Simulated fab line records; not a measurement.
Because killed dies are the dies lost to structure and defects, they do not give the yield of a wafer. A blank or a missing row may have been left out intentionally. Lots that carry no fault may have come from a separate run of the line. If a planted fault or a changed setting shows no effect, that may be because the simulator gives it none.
Struck lot and sound lot, side by side / flow sfq_line / 21 steps out of a route of 325
Sound: wafers L466.2, L466.3, L466.4. Wafers L461.1, L461.2, L461.4 were the ones struck. The cause is named last.
Per side, at each step with rows, come the tool, then ch with its chambers, and then its first start. Under that, the readings that differ: sound wafers / struck wafers / difference of the means / sigmas: that difference in standard deviations of wafers without a fault.
alike: readings whose means differ by less than 2 such deviations, and words and numbers that are the same on both sides. not compared: withheld readings, readings that some wafer has no value for, bounds like >300 that may hide the same value, and numbers for which the record gives no deviation and whose values overlap.
The two part at a step that has a row with sigmas, a row that says differs or no value, or rows on one side only. Numbers that have no deviation but don't overlap get no sigmas and don't part them. A reading that every wafer of one side lacks parts them only if that side has two wafers or more.

first, 3 steps without rows for these wafers: SFQ_TRILAYER_M7_LITHO_EXPOSE_178 (exposes mask M7, target cd 500 nm); SFQ_TRILAYER_M7_LITHO_PEB_180 (peb time 60 s); SFQ_TRILAYER_M7_LITHO_DEVELOP_179 (time 60 s).
SFQ_M7_OVL_MEAS_945:
  sound on overlay-02, day 81 21:27; struck on overlay-02, day 80 16:21
  alike: M7_OVL
then, 1 step without rows for these wafers: SFQ_TRILAYER_M7_BARC_OPEN_METAL_ETCH_229 (etches BARC in O2, target depth 125 nm, time 41.7 s).
SFQ_TRILAYER_M7_ETCH_METAL_ETCH_180: etches Nb in Cl2/Ar, stops on SiO2, target depth 240 nm, time 120 s.
  sound on rie_metal-02 ch 0,1, day 81 21:32; struck on rie_metal-01 ch 0,1, day 80 16:27
  alike: drypump_motor_current_A, oes_product_au
  not compared: rf_hours_counter_h
SFQ_TRILAYER_M7_STRIP_STRIP_181: strips in O2.
  sound on rie_metal-02 ch 0,1, day 81 21:40; struck on rie_metal-01 ch 0,1, day 80 16:35
  alike: drypump_motor_current_A, oes_product_au
  not compared: rf_hours_counter_h
then, 2 steps without rows for these wafers: SFQ_TRILAYER_M7_STRIP_SOLV_CLEAN_182 (cleans in NMP, time 600 s); SFQ_TRILAYER_I7_DEP_PECVD_183 (deposits SiO2 from SiH4/N2O, time 111.11 s, target thk 500 nm).
SFQ_TRILAYER_I7_CMP_CMP_184: polishes SiO2.
  sound on cmp-02 ch 1,2,3, day 81 23:32; struck on cmp-01 ch 0,1,2, day 80 18:40
  alike: motor_current_A, time_to_endpoint_s
SFQ_I7_BOW_MEAS_946:
  sound on film_metro-03, day 82 02:34; struck on film_metro-03, day 80 21:40
  alike: I7_BOW
SFQ_TRILAYER_I7_METRO_MEASURE_185:
  sound on film_metro-03, day 82 02:52; struck on film_metro-03, day 80 21:47
  alike: thk_nm
SFQ_TRILAYER_I7_VIA_LITHO_COAT_192: resist thk 62 nm.
  sound on litho_track-04 ch 0, day 82 03:55; struck on litho_track-02 ch 0, day 80 22:59
reading=model.BARC_of_TRILAYER_I7_VIA_LITHO_COAT_192.thk_nm (nm); sound=62.01 61.79 61.96; struck=61.07 60.74 60.78; difference=-1.06; sigmas=
  alike: chill_plate_temp_C
then, 5 steps without rows for these wafers: SFQ_TRILAYER_I7_VIA_LITHO_COAT_187 (resist thk 650 nm); SFQ_TRILAYER_I7_VIA_LITHO_SOFTBAKE_191; SFQ_TRILAYER_I7_VIA_LITHO_EXPOSE_188 (exposes mask I7, target cd 1000 nm); SFQ_TRILAYER_I7_VIA_LITHO_PEB_190 (peb time 60 s); SFQ_TRILAYER_I7_VIA_LITHO_DEVELOP_189 (time 60 s).
-- the record jumps here: 4 days lie between the struck wafers' starts before and after --
SFQ_I7_OVL_MEAS_947:
  sound on overlay-01, day 85 13:10; struck on overlay-01, day 84 12:43
  alike: I7_OVL
SFQ_TRILAYER_I7_VIA_BARC_OPEN_VIA_ETCH_260: etches BARC in O2, target depth 125 nm, time 41.7 s.
  sound on rie_diel-04 ch 1,2,3, day 85 13:11; struck on rie_diel-02 ch 0,1,3, day 84 12:45
reading=model.etch.depth_nm (nm); sound=62.01 61.79 61.96; struck=61.07 60.74 60.78; difference=-1.06; sigmas=
  alike: drypump_motor_current_A, oes_product_au
  not compared: rf_hours_counter_h
SFQ_TRILAYER_I7_VIA_ETCH_VIA_ETCH_190: etches SiO2 in CHF3, stops on Nb, target depth 260 nm.
  sound on rie_diel-04 ch 1,2,3, day 85 13:13; struck on rie_diel-02 ch 0,1,3, day 84 12:47
  alike: drypump_motor_current_A, oes_product_au

WHERE THEY PART
Nowhere in this record.

WHY: what had been put in by the simulator
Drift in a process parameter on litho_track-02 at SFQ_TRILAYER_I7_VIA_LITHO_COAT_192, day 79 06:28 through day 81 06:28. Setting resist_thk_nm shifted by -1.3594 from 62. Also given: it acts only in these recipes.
